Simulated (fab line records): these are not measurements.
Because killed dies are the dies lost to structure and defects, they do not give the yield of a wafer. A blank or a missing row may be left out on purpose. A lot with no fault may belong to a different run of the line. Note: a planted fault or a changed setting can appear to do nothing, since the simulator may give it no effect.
Struck lot and sound lot, side by side | flow gf180mcu | 31 steps out of a route of 602
Sound: these wafers, L967.2, L967.3, L967.6. Wafers struck: L978.2, L978.4, L978.6. The cause comes at the end.
Order at every step that has rows: each side's tool, ch and its chambers, its first start. Under that, the readings that differ: sound wafers | struck wafers | difference of the means | sigmas: that difference in standard deviations of wafers without a fault.
alike: readings whose means differ by less than 2 such deviations, and words and numbers that are the same on both sides. not compared: withheld readings, readings that some wafer has no value for, bounds like >300 that may hide the same value, and numbers for which the record gives no deviation and whose values overlap.
Wherever a step has rows on one side only, a row that says differs or no value, or a row with sigmas, the two part there. Numbers that have no deviation but don't overlap get no sigmas and don't part them. A reading that every wafer of one side lacks parts them only if that side has two wafers or more.

first, 8 steps without rows for these wafers: GF_HV_LDD_SOFTBAKE_42 (time 60 s); GF_HV_LDD_EXPOSE_43 (exposes mask Pplus HV AREA, target cd 400 nm); GF_HV_LDD_PEB_44; GF_HV_LDD_DEVELOP_45 (develop time 60 s); GF_HV_LDD_IMPLANT_48; GF_HV_LDD_STRIP_49 (strips in O2/N2); GF_HV_LDD_CLEAN_51 (cleans in SC1/SC2, time 150 s); GF_HV_LDD_RTA_52 (time 10 s).
GF_HV_LDD_CVD_54: deposits SiO2 from TEOS, target thk 10 nm, time 75 s.
  sound on lpcvd-01 ch 1, day 12 21:04; struck on lpcvd-02 ch 1, day 16 11:07
  alike: pressure mtorr, spike tc lower C, spike tc top C, spike tc upper C, zone power lower pct
then, 21 steps without rows for these wafers: GF_HV_LDD_CVD_56 (deposits Si3N4 from DCS/NH3, target thk 90 nm, time 1543 s); GF_HV_LDD_ETCHBACK_58 (etches Si3N4 in CH3F/O2, stops on SiO2, time 100 s, target depth 90 nm); GF_NSD_DEHYDRATE_00 (time 60 s); GF_NSD_HMDS_01 (prime time 60 s); GF_NSD_COAT_02 (resist thk 1000 nm); GF_NSD_SOFTBAKE_03 (time 60 s); GF_NSD_EXPOSE_04 (exposes mask Nplus, target cd 400 nm); GF_NSD_PEB_05; GF_NSD_DEVELOP_06 (develop time 60 s); GF_NSD_IMPLANT_09; GF_NSD_IMPLANT_10; GF_NSD_STRIP_11 (strips in O2/N2); GF_PSD_DEHYDRATE_00 (time 60 s); GF_PSD_HMDS_01 (prime time 60 s); GF_PSD_COAT_02 (resist thk 1000 nm); GF_PSD_SOFTBAKE_03 (time 60 s); GF_PSD_EXPOSE_04 (exposes mask Pplus, target cd 400 nm); GF_PSD_PEB_05; GF_PSD_DEVELOP_06 (develop time 60 s); GF_PSD_IMPLANT_09; GF_PSD_STRIP_10 (strips in O2/N2).
-- the record jumps here: 16 days lie between the struck wafers' starts before and after (it left off in module PSD and takes up again in module PASSIVATION, whose first step shown is number 602 of the route) --
GF_PASSIVATION_PROBE_99:
  rows exist in the record for the struck wafers here (prober-01, day 32 14:22), but not for the sound ones

WHERE THEY PART
Only at GF_PASSIVATION_PROBE_99, within this record.

WHY: what had been put in by the simulator
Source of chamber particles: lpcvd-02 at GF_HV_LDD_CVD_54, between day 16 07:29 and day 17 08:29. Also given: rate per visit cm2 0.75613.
